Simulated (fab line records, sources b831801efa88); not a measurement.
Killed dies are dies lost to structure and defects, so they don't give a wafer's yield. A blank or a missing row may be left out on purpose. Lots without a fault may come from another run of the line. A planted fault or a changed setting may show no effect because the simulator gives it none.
Problem report in the 8D (eight disciplines) form, filled by code | flow gf180mcu | the parts of the form that need people (team, actions taken, sign-off) are left out

1. THE PROBLEM
MVPSD_RS at GF_VT_IMPLANT_RS_MEAS_49 reads a mean of 1189.6 ohm/sq on 2 wafers of 2 lots; wafers without a fault read 1168.1 ohm/sq with a standard deviation of 2.7. That is +8.0 standard deviations from the usual mean.
The step: measures by four-point-probe.
First seen on wafer L365.5, day 10 09:40, on film_metro-02. The record holds 40 wafers of 14 lots with a number at this step. Rule for "out", or "out of limits": more than 4 standard deviations from the usual mean. The other wafers with a number count as sound.

2. WHAT IT IS AND WHAT IT IS NOT
question                    | is                           | is not
which readings at this step | MVPSD_RS                     | -
which lots                  | L365, L366                   | L355, L356, L357, L358, L359, L360, L361, L370, L373, L374, L376, L378
which wafers of those lots  | L365.5, L366.5               | L365.2, L366.2
read on which gauges        | film_metro-02, film_metro-04 | film_metro-03
when                        | from day 10 09:40            | up to then (22 sound wafers); but 16 sound wafers of L366, L370, L373, L374, L376, L378 came after

3. SUSPECTS, AND WHAT RULES EACH OUT
Counting: a tool at a process step up to the reading stays a suspect if it ran every lot that is out. Sound lots after the first of them don't rule it out here, since some wafers of a struck lot are sound.
- the gauge at GF_VT_IMPLANT_RS_MEAS_49: ruled out. The wafers that are out were read on 2 gauges (film_metro-02, film_metro-04).
- implanter-04 at GF_MVPSD_IMPLANT_09: kept. It ran every lot that is out, first L365 (day 7 13:46); its last sound lot up to then is L360 (day 6 05:45).
Left after counting: implanter-04 at GF_MVPSD_IMPLANT_09.

4. THE CAUSE (what the simulator had put in)
Process parameter drift: implanter-04, from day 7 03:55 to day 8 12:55, at GF_MVPSD_IMPLANT_09. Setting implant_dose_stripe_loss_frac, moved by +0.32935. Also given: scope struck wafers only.
Counting left only this tool.

5. THE CHAIN OF EFFECTS, in route order
Each row: a reading whose mean over the struck wafers that have a number lies more than 3 standard deviations from the usual. Only readings for which the record gives a usual standard deviation are gone through. hours: the time from each lot's start at the first step in this table that gives one to its start at this step, as a median over the lots. sigmas: the change in usual standard deviations.
hours | step                     | reading  | usual         | on struck wafers | change | sigmas
0     | GF_VT_IMPLANT_RS_MEAS_49 | MVPSD_RS | 1168.1 ohm/sq | 1189.6           | +21.5  | +8.0
Later measuring or inspecting steps at which every struck wafer that the step has a row for has a number for every such reading, and none has moved that far: GF_DUAL_GATE_OVL_MEAS_11, GF_POLY_GATE_THK_MEAS_01.

6. WHAT WOULD HAVE CAUGHT IT SOONER
In this record the first reading out of limits at a measuring or inspecting step was taken at day 10 09:40, 78 hours after the fault began at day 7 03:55.
Of the tool readings at GF_MVPSD_IMPLANT_09 for which the record gives a usual standard deviation, none was out on any struck wafer, so an alarm limit of 4 standard deviations on them would not have fired.
All the lots that are out (2) had begun GF_MVPSD_IMPLANT_09 on implanter-04 by day 10 09:40. A hold on the tool at that time would have spared none of them.
